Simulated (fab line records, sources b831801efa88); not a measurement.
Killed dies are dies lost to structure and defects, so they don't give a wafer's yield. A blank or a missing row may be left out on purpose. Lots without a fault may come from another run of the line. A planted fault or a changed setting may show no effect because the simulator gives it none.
fab line records | flow gf180mcu | part 1 of 2: steps 1 to 26 of 36
record lots=5 wafers=15 last_day=35
route steps=602 shown M1@320 V1@335
lots that met no fault: from a run of the same line without faults
start_h: hours from the record's first day to the start of the lot's first wafer shown | wait_h: hours since the lot's step before | " the same as in the row above | L1.1+2: a row that stands for several wafers | - no value, or no start given | * or withheld: withheld | < > ~ a bound
route shown NAME@n: a module of which the file shows steps, and the number in the route of the first | usual: mean/standard deviation of fault-free wafers | same: alike in all rows | chamber/n: place in a boat | sites: the reading at each site | _std_site: their standard deviation | _edge_site: outer sites' mean less inner sites' | radius_mm: how far each site lies from the wafer's centre | mask NAME#n: copy n | behind: the tool/chamber that last shaped the wafer | hold: why the lot was held/for how many hours/how that ended | device: the transistor (n, p or np) that didn't switch | end of line: the same wafers' tests at the end of the route | a step without rows: its recipe alone | killed: dies lost to structure and defects at the first sort, not the wafer's yield | map: a wafer's dies, x killed, . not, _ none there
set.NAME: the setting as run; set.NAME@STEP: as run at that earlier step | model.NAME: the simulator's own value behind a step, which no gauge read
lots at some steps of the route; a table a step, a row a wafer
services: from which hour (start_h, from the record's first day; less than 0 if before it) a tool's chamber was out of use, for how many hours, and why
## steps
# step GF_M1_RS_MEAS_05
# recipe thk_meas_gauge=four-point-probe reads=TiN_of_M1_SPUTTER_04+Ti_of_M1_SPUTTER_03+AlCu_of_M1_SPUTTER_02+TiN_of_M1_SPUTTER_01+Ti_of_M1_SPUTTER_00
# usual M1_ALCU_RS=0.0696/0.00091
# columns lot.wafer tool chamber start_h wait_h M1_ALCU_RS[ohm/sq]
L077.1 film_metro-03 - 404.20 0.0 0.0683
L077.3 " - " " 0.0684
L077.6 " - " " 0.0689
L081.3 film_metro-04 - 450.21 0.1 0.0702
L081.4 " - " " 0.0695
L081.5 " - " " 0.0710
L083.2 film_metro-04 - 458.53 0.0 0.0691
L083.3 " - " " 0.0702
L083.5 " - " " 0.0707
L084.2 film_metro-04 - 464.66 0.0 0.0716
L084.4 " - " " 0.0694
L084.5 " - " " 0.0709
L097.1 film_metro-03 - 574.67 0.0 0.0691
L097.2 " - " " 0.0701
L097.3 " - " " 0.0699
# step GF_M1_THK_MEAS_06
# recipe thk_meas_gauge=xrf reads=AlCu_of_M1_SPUTTER_02
# usual M1_ALCU_THK=459/6.1
# columns lot.wafer tool chamber start_h wait_h M1_ALCU_THK[nm]
L077.1 film_metro-03 - 404.32 0.1 466
L077.3 " - " " 466
L077.6 " - " " 461
L081.3 film_metro-04 - 450.31 0.1 456
L081.4 " - " " 459
L081.5 " - " " 451
L083.2 film_metro-04 - 458.64 0.1 466
L083.3 " - " " 455
L083.5 " - " " 454
L084.2 film_metro-04 - 464.77 0.1 447
L084.4 " - " " 462
L084.5 " - " " 454
L097.1 film_metro-03 - 574.79 0.1 460
L097.2 " - " " 456
L097.3 " - " " 455
# step GF_M1_DEHYDRATE_07
# recipe temp_c=200 time_s=60
# usual chill_plate_temp_C=22.97/0.095
# columns lot.wafer tool chamber start_h wait_h chill_plate_temp_C
L077.1 litho_track-01 0 415.14 10.8 23.03
L077.3 " 0 " " 22.88
L077.6 " 0 " " 22.85
L081.3 litho_track-01 0 462.14 11.8 22.83
L081.4 " 0 " " 22.94
L081.5 " 0 " " 22.85
L083.2 litho_track-01 0 470.62 12.0 22.86
L083.3 " 0 " " 22.87
L083.5 " 0 " " 22.95
L084.2 litho_track-01 0 476.72 11.9 23.08
L084.4 " 0 " " 23.09
L084.5 " 0 " " 23.07
L097.1 litho_track-04 0 584.70 9.9 23.09
L097.2 " 0 " " 23.05
L097.3 " 0 " " 23.00
# step GF_M1_HMDS_08
# recipe prime_time_s=60 prime_temp_c=120
# usual chill_plate_temp_C=22.97/0.11
# columns lot.wafer tool chamber start_h wait_h chill_plate_temp_C
L077.1 litho_track-01 0 415.29 0.1 22.98
L077.3 " 0 " " 23.06
L077.6 " 0 " " 22.98
L081.3 litho_track-01 0 462.29 0.1 22.93
L081.4 " 0 " " 22.79
L081.5 " 0 " " 22.76
L083.2 litho_track-01 0 470.77 0.1 22.98
L083.3 " 0 " " 22.99
L083.5 " 0 " " 22.95
L084.2 litho_track-01 0 476.87 0.1 22.91
L084.4 " 0 " " 23.06
L084.5 " 0 " " 22.77
L097.1 litho_track-04 0 584.85 0.1 22.99
L097.2 " 0 " " 23.04
L097.3 " 0 " " 22.98
# step GF_M1_COAT_09
# recipe resist=KrF spin_rpm=withheld resist_thk_nm=1000
# usual chill_plate_temp_C=23.00/0.086
# columns lot.wafer tool chamber start_h wait_h chill_plate_temp_C
L077.1 litho_track-01 0 415.44 0.1 23.01
L077.3 " 0 " " 22.90
L077.6 " 0 " " 22.92
L081.3 litho_track-01 0 462.44 0.1 23.10
L081.4 " 0 " " 23.00
L081.5 " 0 " " 22.87
L083.2 litho_track-01 0 470.92 0.1 22.99
L083.3 " 0 " " 22.87
L083.5 " 0 " " 22.88
L084.2 litho_track-01 0 477.02 0.1 23.02
L084.4 " 0 " " 22.98
L084.5 " 0 " " 22.93
L097.1 litho_track-04 0 585.00 0.1 22.84
L097.2 " 0 " " 23.11
L097.3 " 0 " " 22.94
# step GF_M1_SOFTBAKE_10
# recipe temp_c=129.5 time_s=60 resist=KrF
# usual chill_plate_temp_C=22.98/0.1
# columns lot.wafer tool chamber start_h wait_h chill_plate_temp_C
L077.1 litho_track-01 0 415.59 0.1 23.01
L077.3 " 0 " " 22.98
L077.6 " 0 " " 22.91
L081.3 litho_track-01 0 462.59 0.1 22.70
L081.4 " 0 " " 22.92
L081.5 " 0 " " 22.94
L083.2 litho_track-01 0 471.07 0.1 23.02
L083.3 " 0 " " 22.98
L083.5 " 0 " " 23.00
L084.2 litho_track-01 0 477.17 0.1 23.10
L084.4 " 0 " " 23.02
L084.5 " 0 " " 23.06
L097.1 litho_track-04 0 585.15 0.1 22.96
L097.2 " 0 " " 22.93
L097.3 " 0 " " 22.86
# step GF_M1_EXPOSE_11
# recipe mask_id=Metal1 target_cd_nm=230 na=0.68 source_shape=conventional sigma_outer=0.6 dose_mj=28
# usual exposure_dose_mJ_cm2=28.24/0.037
# columns lot.wafer tool chamber start_h wait_h mask exposure_dose_mJ_cm2
L077.1 krf_scanner-02 0 - - Metal1#0 28.23
L077.3 " 0 " " Metal1#0 28.23
L077.6 " 0 " " Metal1#0 28.28
L081.3 krf_scanner-02 0 - - Metal1#0 28.19
L081.4 " 0 " " Metal1#0 28.16
L081.5 " 0 " " Metal1#0 28.19
L083.2 krf_scanner-01 0 - - Metal1#0 28.30
L083.3 " 0 " " Metal1#0 28.26
L083.5 " 0 " " Metal1#0 28.28
L084.2 krf_scanner-02 0 - - Metal1#0 28.27
L084.4 " 0 " " Metal1#0 28.24
L084.5 " 0 " " Metal1#0 28.24
L097.1 krf_scanner-01 0 - - Metal1#0 28.27
L097.2 " 0 " " Metal1#0 28.30
L097.3 " 0 " " Metal1#0 28.27
# step GF_M1_PEB_12
# recipe peb_temp_c=135 peb_time_s=90 resist=KrF
# usual chill_plate_temp_C=22.99/0.11
# same peb_time_s=90
# columns lot.wafer tool chamber start_h wait_h chill_plate_temp_C
L077.1 litho_track-03 0 - - 23.03
L077.3 " 0 " " 23.05
L077.6 " 0 " " 23.01
L081.3 litho_track-01 0 - - 22.82
L081.4 " 0 " " 23.06
L081.5 " 0 " " 22.89
L083.2 litho_track-04 0 - - 22.86
L083.3 " 0 " " 23.07
L083.5 " 0 " " 22.90
L084.2 litho_track-03 0 - - 22.95
L084.4 " 0 " " 22.95
L084.5 " 0 " " 22.83
L097.1 litho_track-03 0 - - 23.04
L097.2 " 0 " " 23.17
L097.3 " 0 " " 23.02
# step GF_M1_DEVELOP_13
# recipe develop_time_s=60 dev_temp_c=21
# usual chill_plate_temp_C=23.01/0.12
# columns lot.wafer tool chamber start_h wait_h chill_plate_temp_C
L077.1 litho_track-03 0 428.03 0.2 22.98
L077.3 " 0 " " 23.15
L077.6 " 0 " " 23.06
L081.3 litho_track-01 0 475.54 0.1 23.07
L081.4 " 0 " " 23.09
L081.5 " 0 " " 23.08
L083.2 litho_track-04 0 483.32 0.2 23.00
L083.3 " 0 " " 23.06
L083.5 " 0 " " 23.11
L084.2 litho_track-03 0 488.86 0.2 23.18
L084.4 " 0 " " 23.21
L084.5 " 0 " " 23.10
L097.1 litho_track-03 0 595.93 0.2 22.94
L097.2 " 0 " " 22.77
L097.3 " 0 " " 22.85
# step GF_M1_CD_MEAS_14
# recipe target_cd_nm=230
# usual cd_nm=230.1/1.3
# columns lot.wafer tool chamber start_h wait_h cd_nm
L077.1 cd_sem-01 - 428.18 0.1 229.4
L077.3 " - " " 228.9
L077.6 " - " " 229.3
L081.3 cd_sem-02 - 475.68 0.1 229.9
L081.4 " - " " 228.6
L081.5 " - " " 230.1
L083.2 cd_sem-01 - 483.47 0.1 229.9
L083.3 " - " " 230.1
L083.5 " - " " 229.0
L084.2 cd_sem-02 - 489.00 0.1 229.9
L084.4 " - " " 229.1
L084.5 " - " " 230.0
L097.1 cd_sem-01 - 596.08 0.1 228.7
L097.2 " - " " 229.6
L097.3 " - " " 228.7
# step GF_M1_OVL_MEAS_15
# usual M1_OVL=1/5.6
# columns lot.wafer tool chamber start_h wait_h M1_OVL[nm]
L077.1 overlay-01 - 428.30 0.1 -11
L077.3 " - " " -9
L077.6 " - " " -5
L081.3 overlay-02 - 475.77 0.1 6
L081.4 " - " " -3
L081.5 " - " " -1
L083.2 overlay-02 - 483.58 0.1 5
L083.3 " - " " 9
L083.5 " - " " 4
L084.2 overlay-02 - 489.11 0.1 -1
L084.4 " - " " 5
L084.5 " - " " -4
L097.1 overlay-01 - 596.20 0.1 11
L097.2 " - " " 5
L097.3 " - " " 12
# step GF_M1_METAL_ETCH_16
# recipe chemistry=Cl2/BCl3 mask_material=KrF target_depth_nm=627.5 stop_on=SiO2 pressure_mtorr=8 icp_w=800 bias_w=140 Cl2_flow_sccm=80 bcl3_flow_sccm=40 time_s=104.6
# usual drypump_motor_current_A=5.88/0.23 he_backside_leak_sccm=3.39/0.19 oes_product_au=0.972/0.0072 throttle_valve_pct=28.249/0.012
# columns lot.wafer tool chamber start_h wait_h drypump_motor_current_A he_backside_leak_sccm oes_product_au rf_hours_counter_h throttle_valve_pct
L077.1 rie_metal-02 0 428.34 0.0 5.78 3.30 0.976 10 28.231
L077.3 " 0 " " 5.80 3.18 0.974 - 28.244
L077.6 " 0 " " 5.80 3.17 0.967 - 28.242
L081.3 rie_metal-04 0 475.84 0.1 5.91 3.30 0.964 - 28.254
L081.4 " 1 " " 5.74 3.29 0.973 - 28.247
L081.5 " 1 " " 5.71 3.24 0.963 - 28.259
L083.2 rie_metal-02 0 483.61 0.0 5.80 3.07 0.973 1 28.249
L083.3 " 0 " " 5.82 3.20 0.962 - 28.252
L083.5 " 1 " " 5.89 3.56 0.954 - 28.253
L084.2 rie_metal-03 1 489.14 0.0 5.54 3.55 0.953 1 28.256
L084.4 " 1 " " 5.55 3.49 0.979 - 28.238
L084.5 " 1 " " 5.56 3.52 0.967 - 28.254
L097.1 rie_metal-03 0 596.24 0.0 6.35 3.14 0.977 11 28.255
L097.2 " 1 " " 5.53 3.63 0.969 3 28.254
L097.3 " 0 " " 6.39 3.52 0.965 - 28.239
# step GF_M1_STRIP_17
# recipe chemistry=O2/N2 power_w=1400 pressure_mtorr=1500 platen_temp_c=250 o2_flow_sccm=3000 n2_flow_sccm=300 overash_fraction=0.5
# usual drypump_motor_current_A=5.8/0.41 heater_power_w=331/35 oes_product_au=0.557/0.0044 strip_time_to_endpoint_s=7.84/0.041
# columns lot.wafer tool chamber start_h wait_h drypump_motor_current_A heater_power_w oes_product_au rf_hours_counter_h strip_time_to_endpoint_s
L077.1 plasma_asher-04 0 428.45 0.1 6.0 348 0.556 63 7.88
L077.3 " 1 " " 5.8 385 0.557 - 7.84
L077.6 " 1 " " 5.8 380 0.556 - 7.91
L081.3 plasma_asher-04 1 475.94 0.1 5.8 378 0.551 - 7.85
L081.4 " 0 " " 6.0 345 0.559 - 7.80
L081.5 " 0 " " 6.1 346 0.561 - 7.84
L083.2 plasma_asher-01 1 483.72 0.1 6.5 308 0.555 5 7.80
L083.3 " 1 " " 6.5 308 0.555 - 7.79
L083.5 " 0 " " 5.2 334 0.556 - 7.73
L084.2 plasma_asher-03 1 489.25 0.1 5.7 300 0.554 89 7.79
L084.4 " 1 " " 5.7 300 0.561 - 7.80
L084.5 " 0 " " 5.6 282 0.547 - 7.79
L097.1 plasma_asher-04 0 596.35 0.1 6.0 352 0.557 81 7.82
L097.2 " 1 " " 5.8 390 0.557 81 7.82
L097.3 " 0 " " 6.0 351 0.556 - 7.83
# step GF_M1_STRIP_18
# recipe chemistry=post_etch_residue_remover time_s=1200 temp_c=72.5
# columns lot.wafer tool chamber start_h wait_h
L077.1+3+6 wet_bench-02 0 428.55 0.1
L081.3+4+5 wet_bench-03 2 476.01 0.0
L083.2+3+5 wet_bench-02 1 483.82 0.1
L084.2+4+5 wet_bench-02 1 489.35 0.1
L097.1+2+3 wet_bench-02 0 596.45 0.1
# step GF_M1_CLEAN_19
# recipe chemistry=DIW dry=n2_spin
# columns lot.wafer tool chamber start_h wait_h
L077.1+3+6 wet_bench-04 1 428.89 0.0
L081.3+4+5 wet_bench-04 2 476.38 0.0
L083.2+3+5 wet_bench-04 0 484.16 0.0
L084.2+4+5 wet_bench-04 2 489.69 0.0
L097.1+2+3 wet_bench-04 2 596.79 0.0
# step GF_V1_CVD_00
# recipe material=SiO2 target_thk_nm=600 sigma_open_frac=0.3 temp_c=400 time_s=100 sih4_flow_sccm=60 pressure_mtorr=6
# columns lot.wafer tool chamber start_h wait_h
L077.1+3+6 hdpcvd-02 1,2,0 428.98 0.0
L081.3+4+5 hdpcvd-02 1,2,0 476.48 0.0
L083.2+3+5 hdpcvd-01 2,1,0 484.25 0.0
L084.2+4+5 hdpcvd-01 2,0,2 489.78 0.0
L097.1+2+3 hdpcvd-01 1,0,2 596.89 0.0
# step GF_V1_THK_MEAS_01
# recipe reads=SiO2_of_V1_CVD_00
# usual V1_CVD_00_THK=600/7.6
# columns lot.wafer tool chamber start_h wait_h V1_CVD_00_THK[nm]
L077.1 film_metro-02 - 429.06 0.0 603
L077.3 " - " " 593
L077.6 " - " " 598
L081.3 film_metro-02 - 476.57 0.1 589
L081.4 " - " " 586
L081.5 " - " " 590
L083.2 film_metro-01 - 484.33 0.0 603
L083.3 " - " " 592
L083.5 " - " " 598
L084.2 film_metro-01 - 489.86 0.0 601
L084.4 " - " " 587
L084.5 " - " " 608
L097.1 film_metro-03 - 596.96 0.0 607
L097.2 " - " " 605
L097.3 " - " " 613
# step GF_V1_CVD_02
# recipe material=SiO2 target_thk_nm=850 precursor=TEOS temp_c=400 time_s=94.851 rf_w=600
# usual heater_power_outer_w=385/68 heater_power_w=670/94
# columns lot.wafer tool chamber start_h wait_h heater_power_outer_w heater_power_w
L077.1 pecvd-01 1 429.12 0.1 335 677
L077.3 " 2 " " 494 810
L077.6 " 1 " " 361 705
L081.3 pecvd-02 1 476.61 0.0 359 664
L081.4 " 1 " " 393 675
L081.5 " 2 " " 350 596
L083.2 pecvd-02 0 484.38 0.0 279 512
L083.3 " 2 " " 356 587
L083.5 " 0 " " 297 528
L084.2 pecvd-01 0 489.91 0.0 401 655
L084.4 " 0 " " 439 718
L084.5 " 1 " " 370 701
L097.1 pecvd-03 1 597.02 0.1 416 707
L097.2 " 0 " " 386 705
L097.3 " 2 " " 415 679
# step GF_V1_THK_MEAS_03
# recipe reads=SiO2_of_V1_CVD_02
# usual V1_CVD_02_THK=853/12
# columns lot.wafer tool chamber start_h wait_h V1_CVD_02_THK[nm]
L077.1 film_metro-01 - 429.19 0.0 837
L077.3 " - " " 846
L077.6 " - " " 846
L081.3 film_metro-03 - 476.70 0.1 844
L081.4 " - " " 858
L081.5 " - " " 862
L083.2 film_metro-03 - 484.46 0.0 844
L083.3 " - " " 850
L083.5 " - " " 865
L084.2 film_metro-03 - 490.03 0.1 840
L084.4 " - " " 847
L084.5 " - " " 837
L097.1 film_metro-02 - 597.09 0.0 849
L097.2 " - " " 843
L097.3 " - " " 863
# step GF_V1_CMP_04
# recipe material=SiO2 down_force_psi=4 platen_rpm=60 pad_velocity_m_s=0.94248
# usual motor_current_A=12.3/1.8 retaining_ring_pressure_frac=1.000/0.0049 time_to_endpoint_s=82/5.8
# columns lot.wafer tool chamber start_h wait_h motor_current_A retaining_ring_pressure_frac time_to_endpoint_s
L077.1 cmp-02 2 429.25 0.1 9.6 0.997 83
L077.3 " 1 " " 12.6 0.990 82
L077.6 " 3 " " 14.3 1.004 89
L081.3 cmp-02 3 476.74 0.0 14.5 0.999 84
L081.4 " 0 " " 12.9 0.997 89
L081.5 " 3 " " 14.2 1.000 92
L083.3 cmp-01 2 484.51 0.0 14.8 1.000 73
L083.2 " 1 " " 12.5 1.003 66
L083.5 " 2 " " 13.9 1.000 77
L084.4 cmp-02 2 490.18 0.1 9.3 0.994 85
L084.2 " 3 " " 14.5 0.999 87
L084.5 " 1 " " 11.9 0.994 80
L097.3 cmp-01 2 597.20 0.1 15.2 0.997 81
L097.1 " 3 " " 10.8 1.006 78
L097.2 " 0 " " 10.5 0.999 75
# step GF_V1_BOW_MEAS_05
# recipe mode=bow
# usual V1_BOW=83/6.9
# columns lot.wafer tool chamber start_h wait_h V1_BOW[um]
L077.1 film_metro-01 - 429.55 0.2 87
L077.3 " - " " 79
L077.6 " - " " 99
L081.3 film_metro-02 - 477.08 0.3 77
L081.4 " - " " 80
L081.5 " - " " 78
L083.2 film_metro-03 - 484.83 0.1 83
L083.3 " - " " 86
L083.5 " - " " 79
L084.2 film_metro-03 - 490.40 0.1 91
L084.4 " - " " 89
L084.5 " - " " 90
L097.1 film_metro-03 - 597.45 0.1 87
L097.2 " - " " 82
L097.3 " - " " 84
# step GF_V1_DEHYDRATE_06
# recipe temp_c=200 time_s=60
# usual chill_plate_temp_C=23.01/0.098
# columns lot.wafer tool chamber start_h wait_h chill_plate_temp_C
L077.1 litho_track-02 0 441.16 11.6 23.09
L077.3 " 0 " " 22.94
L077.6 " 0 " " 22.78
L081.3 litho_track-02 0 488.46 11.4 22.86
L081.4 " 0 " " 22.92
L081.5 " 0 " " 23.02
L083.2 litho_track-01 0 496.37 11.5 22.99
L083.3 " 0 " " 22.99
L083.5 " 0 " " 23.00
L084.2 litho_track-04 0 502.12 11.7 23.13
L084.4 " 0 " " 23.06
L084.5 " 0 " " 23.19
L097.1 litho_track-04 0 607.60 10.1 23.17
L097.2 " 0 " " 23.02
L097.3 " 0 " " 23.02
# step GF_V1_HMDS_07
# recipe prime_time_s=60 prime_temp_c=120
# usual chill_plate_temp_C=22.98/0.11
# columns lot.wafer tool chamber start_h wait_h chill_plate_temp_C
L077.1 litho_track-02 0 441.31 0.1 22.94
L077.3 " 0 " " 23.08
L077.6 " 0 " " 23.00
L081.3 litho_track-02 0 488.61 0.1 22.84
L081.4 " 0 " " 22.90
L081.5 " 0 " " 23.00
L083.2 litho_track-01 0 496.52 0.1 22.94
L083.3 " 0 " " 22.94
L083.5 " 0 " " 23.03
L084.2 litho_track-04 0 502.27 0.1 23.12
L084.4 " 0 " " 23.10
L084.5 " 0 " " 23.05
L097.1 litho_track-04 0 607.75 0.1 23.11
L097.2 " 0 " " 23.09
L097.3 " 0 " " 23.06
# step GF_V1_COAT_08
# recipe resist=BARC temp_c=withheld time_s=withheld spin_rpm=withheld resist_thk_nm=withheld
# usual chill_plate_temp_C=*
# columns lot.wafer tool chamber start_h wait_h chill_plate_temp_C
L077.1 litho_track-02 0 441.46 0.1 *
L077.3 " 0 " " *
L077.6 " 0 " " *
L081.3 litho_track-02 0 488.76 0.1 *
L081.4 " 0 " " *
L081.5 " 0 " " *
L083.2 litho_track-01 0 496.67 0.1 *
L083.3 " 0 " " *
L083.5 " 0 " " *
L084.2 litho_track-04 0 502.42 0.1 *
L084.4 " 0 " " *
L084.5 " 0 " " *
L097.1 litho_track-04 0 607.90 0.1 *
L097.2 " 0 " " *
L097.3 " 0 " " *
# step GF_V1_COAT_09
# recipe resist=KrF spin_rpm=withheld resist_thk_nm=1000
# usual chill_plate_temp_C=23.00/0.1
# columns lot.wafer tool chamber start_h wait_h chill_plate_temp_C
L077.1 litho_track-02 0 - - 23.13
L077.3 " 0 " " 23.21
L077.6 " 0 " " 22.98
L081.3 litho_track-02 0 - - 22.85
L081.4 " 0 " " 22.98
L081.5 " 0 " " 22.99
L083.2 litho_track-01 0 - - 23.00
L083.3 " 0 " " 22.97
L083.5 " 0 " " 23.09
L084.2 litho_track-04 0 - - 23.05
L084.4 " 0 " " 22.96
L084.5 " 0 " " 23.03
L097.1 litho_track-04 0 - - 23.19
L097.2 " 0 " " 22.98
L097.3 " 0 " " 22.89
# step GF_V1_SOFTBAKE_10
# recipe temp_c=130 time_s=60 resist=KrF
# usual chill_plate_temp_C=22.99/0.098
# columns lot.wafer tool chamber start_h wait_h chill_plate_temp_C
L077.1 litho_track-02 0 - - 22.92
L077.3 " 0 " " 22.88
L077.6 " 0 " " 22.95
L081.3 litho_track-02 0 - - 23.08
L081.4 " 0 " " 22.95
L081.5 " 0 " " 23.04
L083.2 litho_track-01 0 - - 23.01
L083.3 " 0 " " 22.94
L083.5 " 0 " " 22.92
L084.2 litho_track-04 0 - - 23.17
L084.4 " 0 " " 23.17
L084.5 " 0 " " 23.18
L097.1 litho_track-04 0 - - 22.96
L097.2 " 0 " " 23.10
L097.3 " 0 " " 22.98
